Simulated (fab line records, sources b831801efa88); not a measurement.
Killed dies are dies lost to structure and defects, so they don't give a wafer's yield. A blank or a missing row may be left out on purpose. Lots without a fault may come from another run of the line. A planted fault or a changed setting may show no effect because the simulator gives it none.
Which tool did it? | flow sky130 | 7 lots, 21 wafers sampled, at 2 steps of a route of 708

WHAT THE GAUGES READ, wafer by wafer
SKY_VT_ADJUST_HVTP_TW_MEAS_11.
lot  | measured     | on            | VT_ADJUST_HVTP_TW
L540 | day 7 06:04  | film_metro-04 | 1358 1358 1362
L541 | day 7 12:04  | film_metro-01 | 1348 1362 1351
L544 | day 8 03:57  | film_metro-01 | 1346 1352 1348
L550 | day 10 04:23 | film_metro-04 | 1363 1358 1365
L552 | day 10 22:08 | film_metro-01 | 1347 1344 1344
L555 | day 11 11:47 | film_metro-01 | 1349 1347 1337
L559 | day 12 06:05 | film_metro-04 | 1350 1360 1354

WHICH TOOL RAN EACH LOT (tool, then ch and the chambers of the sampled wafers, then the start)
lot  | SKY_NWELL_DEVELOP_22
L540 | litho_track-01 ch 0, day 6 11:00
L541 | litho_track-01 ch 0, day 6 16:00
L544 | litho_track-01 ch 0, day 7 06:00
L550 | litho_track-02, day 9 05:00
L552 | litho_track-02 ch 0, day 9 22:00
L555 | litho_track-03 ch 0, day 10 11:00
L559 | litho_track-03 ch 0, day 11 04:00
- SKY_NWELL_DEVELOP_22: develop time 60 s.

THE ANSWER, worked out from the rows above alone
Rule: what is usual is taken from the lots themselves. Put in order of their means at a reading, lots are off if they are a third of the lots or fewer, leave a main group of 4 or more, and stand apart from it by a gap of 3 or more times the standard deviation of the main group's means; of several such gaps the widest counts. A main group whose means are all the same, to the digits that the tables above print for the reading, isn't used. A lot without any number at a reading at which 4 lots or more have one is off too. The other lots that the step has rows for count as sound.
No lot is off at any reading shown: from this, nothing can be told.

WHAT THE SIMULATOR HAD PUT IN
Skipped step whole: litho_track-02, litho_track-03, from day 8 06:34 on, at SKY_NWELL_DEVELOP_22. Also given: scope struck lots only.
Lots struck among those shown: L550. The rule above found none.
